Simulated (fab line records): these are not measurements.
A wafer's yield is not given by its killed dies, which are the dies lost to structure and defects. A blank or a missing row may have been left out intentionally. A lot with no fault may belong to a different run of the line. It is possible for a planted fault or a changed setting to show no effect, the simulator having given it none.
Which tool is to blame? :: flow gf180mcu :: 42 wafers from 14 lots sampled at 4 of the route's 602 steps

WHAT THE GAUGES SHOWED, per wafer
GF_HV_LDD_RS_MEAS_53: a four-point-probe measurement. Usual: HV_LDD_RS gives 417.9 ohm/sq (standard deviation 1).
lot: L808
measured: day 12 06:17
on: film metro-01
HV_LDD_RS (ohm/sq): 417.3 416.6 417.0
flag: 

lot: L810
measured: day 13 02:41
on: film metro-01
HV_LDD_RS (ohm/sq): 417.0 416.4 417.3
flag: 

lot: L812
measured: day 13 18:36
on: film metro-01
HV_LDD_RS (ohm/sq): 416.0 417.3 417.0
flag: 

lot: L814
measured: day 14 07:11
on: film metro-02
HV_LDD_RS (ohm/sq): 419.3 417.9 418.6
flag: 

lot: L816
measured: day 15 05:33
on: film metro-03
HV_LDD_RS (ohm/sq): 417.5 417.4 419.1
flag: 

lot: L820
measured: day 16 13:27
on: film metro-01
HV_LDD_RS (ohm/sq): 417.4 417.0 416.2
flag: 

lot: L822
measured: day 17 06:35
on: film metro-01
HV_LDD_RS (ohm/sq): 417.8 418.5 418.5
flag: 

lot: L825
measured: day 18 03:40
on: film metro-03
HV_LDD_RS (ohm/sq): 417.7 417.3 416.8
flag: 

lot: L826
measured: day 18 10:01
on: film metro-01
HV_LDD_RS (ohm/sq): 419.0 418.5 417.5
flag: 

lot: L827
measured: day 18 17:31
on: film metro-01
HV_LDD_RS (ohm/sq): 418.9 417.5 418.7
flag: 

lot: L828
measured: day 19 05:40
on: film metro-02
HV_LDD_RS (ohm/sq): 417.7 418.8 417.7
flag: 

lot: L829
measured: day 19 11:42
on: film metro-02
HV_LDD_RS (ohm/sq): 417.1 419.1 418.4
flag: 

lot: L830
measured: day 19 18:46
on: film metro-03
HV_LDD_RS (ohm/sq): 418.8 418.2 418.6
flag: 

lot: L831
measured: day 20 04:38
on: film metro-01
HV_LDD_RS (ohm/sq): 415.3 416.3 416.1
flag: 

GF_SALICIDE_THK_MEAS_05: measures by xrf. Usual: SALICIDE_TIN_THK gives 19.77 nm (standard deviation 0.24).
lot: L808
measured: day 15 00:07
on: film metro-04
SALICIDE_TIN_THK (nm): 19.46 19.62 19.42
flag: 

lot: L810
measured: day 15 23:26
on: film metro-04
SALICIDE_TIN_THK (nm): 19.63 19.99 20.03
flag: 

lot: L812
measured: day 16 15:42
on: film metro-03
SALICIDE_TIN_THK (nm): 19.90 19.97 19.94
flag: 

lot: L814
measured: day 17 06:05
on: film metro-04
SALICIDE_TIN_THK (nm): 19.77 19.83 19.71
flag: 

lot: L816
measured: day 18 08:29
on: film metro-02
SALICIDE_TIN_THK (nm): 19.94 19.67 19.72
flag: 

lot: L820
measured: day 19 17:08
on: film metro-03
SALICIDE_TIN_THK (nm): 21.35 21.37 21.16
flag: OFF

lot: L822
measured: day 20 11:57
on: film metro-02
SALICIDE_TIN_THK (nm): 21.32 21.30 21.44
flag: OFF

lot: L825
measured: day 21 08:38
on: film metro-03
SALICIDE_TIN_THK (nm): 19.72 20.02 19.64
flag: 

lot: L826
measured: day 21 15:04
on: film metro-03
SALICIDE_TIN_THK (nm): 19.97 19.98 20.06
flag: 

lot: L827
measured: day 21 22:08
on: film metro-02
SALICIDE_TIN_THK (nm): 19.67 20.02 20.03
flag: 

lot: L828
measured: day 22 10:07
on: film metro-04
SALICIDE_TIN_THK (nm): 19.62 20.03 19.86
flag: 

lot: L829
measured: day 22 15:44
on: film metro-02
SALICIDE_TIN_THK (nm): 19.26 19.48 19.43
flag: 

lot: L830
measured: day 22 21:58
on: film metro-02
SALICIDE_TIN_THK (nm): 19.98 19.98 19.67
flag: 

lot: L831
measured: day 23 08:06
on: film metro-03
SALICIDE_TIN_THK (nm): 20.01 20.06 19.83
flag: 

GF_CONTACT_CD_MEAS_14 targets a cd of 220 nm. Usual: cd nm reads 220.4 nm (standard deviation 1.5).
lot: L808
measured: day 15 23:14
on: cd sem-02
cd nm (nm): 218.0 218.7 218.3
flag: 

lot: L810
measured: day 16 22:58
on: cd sem-01
cd nm (nm): 220.8 220.9 221.0
flag: 

lot: L812
measured: day 17 15:46
on: cd sem-01
cd nm (nm): 219.1 219.8 219.1
flag: 

lot: L814
measured: day 18 06:31
on: cd sem-01
cd nm (nm): 220.5 220.4 218.9
flag: 

lot: L816
measured: day 19 09:34
on: cd sem-01
cd nm (nm): 220.5 218.6 220.1
flag: 

lot: L820
measured: day 20 18:01
on: cd sem-01
cd nm (nm): 222.0 221.2 221.9
flag: 

lot: L822
measured: day 21 13:16
on: cd sem-01
cd nm (nm): 221.1 221.1 221.8
flag: 

lot: L825
measured: day 22 09:17
on: cd sem-01
cd nm (nm): 222.1 220.8 221.2
flag: 

lot: L826
measured: day 22 15:20
on: cd sem-01
cd nm (nm): 221.2 220.6 222.0
flag: 

lot: L827
measured: day 22 22:17
on: cd sem-01
cd nm (nm): 219.4 219.0 218.2
flag: 

lot: L828
measured: day 23 10:08
on: cd sem-01
cd nm (nm): 218.1 218.8 217.8
flag: 

lot: L829
measured: day 23 15:26
on: cd sem-01
cd nm (nm): 218.8 219.1 219.4
flag: 

lot: L830
measured: day 23 22:07
on: cd sem-01
cd nm (nm): 222.1 221.3 221.7
flag: 

lot: L831
measured: day 24 07:55
on: cd sem-02
cd nm (nm): 219.9 217.6 218.6
flag: 

TOOL THAT RAN EACH LOT (tool first, then ch and the chambers of the sampled wafers, then the start)
lot: L808
GF_SALICIDE_SPUTTER_03: pvd sputter-04, day 14 23:57

lot: L810
GF_SALICIDE_SPUTTER_03: pvd sputter-03, day 15 23:18

lot: L812
GF_SALICIDE_SPUTTER_03: pvd sputter-01, day 16 15:33

lot: L814
GF_SALICIDE_SPUTTER_03: pvd sputter-04, day 17 05:56

lot: L816
GF_SALICIDE_SPUTTER_03: pvd sputter-01, day 18 08:20

lot: L820
GF_SALICIDE_SPUTTER_03: pvd sputter-04, day 19 16:59

lot: L822
GF_SALICIDE_SPUTTER_03: pvd sputter-04, day 20 11:49

lot: L825
GF_SALICIDE_SPUTTER_03: pvd sputter-03, day 21 08:29

lot: L826
GF_SALICIDE_SPUTTER_03: pvd sputter-01, day 21 14:54

lot: L827
GF_SALICIDE_SPUTTER_03: pvd sputter-01, day 21 21:59

lot: L828
GF_SALICIDE_SPUTTER_03: pvd sputter-03, day 22 09:58

lot: L829
GF_SALICIDE_SPUTTER_03: pvd sputter-03, day 22 15:35

lot: L830
GF_SALICIDE_SPUTTER_03: pvd sputter-03, day 22 21:48

lot: L831
GF_SALICIDE_SPUTTER_03: pvd sputter-03, day 23 07:57
- GF_SALICIDE_SPUTTER_03: material TiN, target thk 20 nm, time 16.7 s.

WHAT THE TOOLS THEMSELVES READ (means of the sampled wafers that have a number; where no wafer has one, the mark that the record gives instead)
GF_SALICIDE_SPUTTER_03. Usual: cathode dc power W 6500.0 W, standard deviation 1.1; throttle valve pct 29.7 %, standard deviation 1.
lot: L808
tool: pvd sputter-04
cathode dc power W (W): 6499.2
throttle valve pct (%): 29.4
flag: 

lot: L810
tool: pvd sputter-03
cathode dc power W (W): 6500.0
throttle valve pct (%): 29.5
flag: 

lot: L812
tool: pvd sputter-01
cathode dc power W (W): 6499.7
throttle valve pct (%): 30.2
flag: 

lot: L814
tool: pvd sputter-04
cathode dc power W (W): 6500.5
throttle valve pct (%): 29.6
flag: 

lot: L816
tool: pvd sputter-01
cathode dc power W (W): 6500.7
throttle valve pct (%): 30.1
flag: 

lot: L820
tool: pvd sputter-04
cathode dc power W (W): 6973.0
throttle valve pct (%): 29.6
flag: OFF

lot: L822
tool: pvd sputter-04
cathode dc power W (W): 6972.3
throttle valve pct (%): 29.4
flag: OFF

lot: L825
tool: pvd sputter-03
cathode dc power W (W): 6500.4
throttle valve pct (%): 29.5
flag: 

lot: L826
tool: pvd sputter-01
cathode dc power W (W): 6499.9
throttle valve pct (%): 30.5
flag: 

lot: L827
tool: pvd sputter-01
cathode dc power W (W): 6500.0
throttle valve pct (%): 30.3
flag: 

lot: L828
tool: pvd sputter-03
cathode dc power W (W): 6499.0
throttle valve pct (%): 31.0
flag: 

lot: L829
tool: pvd sputter-03
cathode dc power W (W): 6499.5
throttle valve pct (%): 29.7
flag: 

lot: L830
tool: pvd sputter-03
cathode dc power W (W): 6500.5
throttle valve pct (%): 29.8
flag: 

lot: L831
tool: pvd sputter-03
cathode dc power W (W): 6498.8
throttle valve pct (%): 29.7
flag: 

THE ANSWER, worked out from the rows above alone
Rule: a lot counts as off when the mean over its wafers that have a number is more than 3 standard deviations away from the usual mean. A lot without any number at a reading at which 4 lots or more have one is off too. Any other lot the step has rows for is counted as sound. After the gauges, taken in route order, come the tools' own readings; for these a lot's mean is taken, as printed above. The first step at which some lot is off is used, and at that step the reading that is off furthest; a lot without a number counts as furthest.
Off: at GF_SALICIDE_THK_MEAS_05 (SALICIDE_TIN_THK), L820, L822.
If a tool, at a process step before that reading, ran all the lots that are off and no sound lot after the first of them, it fits. The gauges at GF_SALICIDE_THK_MEAS_05 aren't tried: what is off there is off at GF_SALICIDE_SPUTTER_03 too, on other tools, and a gauge's error can't cause that. One candidate fits, namely pvd sputter-04 at GF_SALICIDE_SPUTTER_03. Its last sound lot is L814 (day 17 05:56), its first lot that is off L820 (day 19 16:59): a fault that began between those two fits.
On the lots that are off, the tool's own readings at GF_SALICIDE_SPUTTER_03 differ by more than 5 times the standard deviation of the sound lots' means, which bears it out; cathode dc power W reads 6972.6 W there versus 6499.9 W on the sound lots.

WHAT WAS PUT IN BY THE SIMULATOR
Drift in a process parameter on pvd sputter-04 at GF_SALICIDE_SPUTTER_03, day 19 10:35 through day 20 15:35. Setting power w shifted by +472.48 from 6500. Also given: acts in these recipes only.
Struck lots among those shown: L820, L822. The same result came from the rule above.
